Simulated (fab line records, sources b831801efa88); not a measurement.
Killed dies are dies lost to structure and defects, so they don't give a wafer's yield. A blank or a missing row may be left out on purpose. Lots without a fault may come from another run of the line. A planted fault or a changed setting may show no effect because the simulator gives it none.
Problem report in the 8D (eight disciplines) form, filled by code | flow gf180mcu | the parts of the form that need people (team, actions taken, sign-off) are left out

1. THE PROBLEM
MVSD_RS at GF_VT_IMPLANT_RS_MEAS_46 reads a mean of 546.1 ohm/sq on 6 wafers of 2 lots; wafers without a fault read 456.5 ohm/sq with a standard deviation of 1.2. That is +75 standard deviations from the usual mean.
The step: measures by four-point-probe.
First seen on wafer L984.2, day 9 05:29, on film_metro-03. The record holds 39 wafers of 13 lots with a number at this step. Rule for "out", or "out of limits": more than 4 standard deviations from the usual mean. The other wafers with a number count as sound.

2. WHAT IT IS AND WHAT IT IS NOT
question                    | is                           | is not
which readings at this step | MVSD_RS                      | -
which lots                  | L984, L985                   | L100, L101, L102, L979, L981, L988, L994, L996, L997, L998, L999
which wafers of those lots  | all that have a number       | -
read on which gauges        | film_metro-03, film_metro-04 | film_metro-01
when                        | from day 9 05:29             | up to then (6 sound wafers); but 27 sound wafers of L100, L101, L102, L988, L994, L996, L997, L998, L999 came after

3. SUSPECTS, AND WHAT RULES EACH OUT
Counting: a tool at a process step up to the reading stays a suspect if it ran every lot that is out and no sound lot after the first of them.
- the gauge at GF_VT_IMPLANT_RS_MEAS_46: ruled out. The wafers that are out were read on 2 gauges (film_metro-03, film_metro-04).
- implanter-04 at GF_MVSD_IMPLANT_09: ruled out as a lasting fault. Sound lots L997, L999 ran on it after its first lot that is out, L984 (day 5 21:28).
Left after counting: nothing in the record.

4. THE CAUSE (what the simulator had put in)
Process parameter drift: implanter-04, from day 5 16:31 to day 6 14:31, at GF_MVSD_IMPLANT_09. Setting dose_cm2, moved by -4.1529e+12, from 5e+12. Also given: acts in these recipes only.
Counting ruled it out, wrongly: the rule takes a fault to strike every lot that its tool runs from its start on, and this one did not.

5. THE CHAIN OF EFFECTS, in route order
Each row: a reading whose mean over the struck wafers that have a number lies more than 3 standard deviations from the usual. Only readings for which the record gives a usual standard deviation are gone through. hours: the time from each lot's start at the first step in this table that gives one to its start at this step, as a median over the lots. sigmas: the change in usual standard deviations.
hours | step                     | reading            | usual        | on struck wafers | change     | sigmas
0     | GF_MVSD_IMPLANT_09       | dose_ions_cm2      | 4.999e+12    | 8.458e+11        | -4.153e+12 | -99 or more
0     | GF_MVSD_IMPLANT_09       | faraday_current_uA | 28.1         | 4.8              | -23.3      | -42
81    | GF_VT_IMPLANT_RS_MEAS_46 | MVSD_RS            | 456.5 ohm/sq | 546.1            | +89.6      | +75
The process steps in it:
- GF_MVSD_IMPLANT_09

6. WHAT WOULD HAVE CAUGHT IT SOONER
In this record the first reading out of limits at a measuring or inspecting step was taken at day 9 05:29, 85 hours after the fault began at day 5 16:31.
The tool's own readings at GF_MVSD_IMPLANT_09 were out on every struck wafer that the step has a row for (dose_ions_cm2, faraday_current_uA): an alarm limit on them would have fired on the first of those.
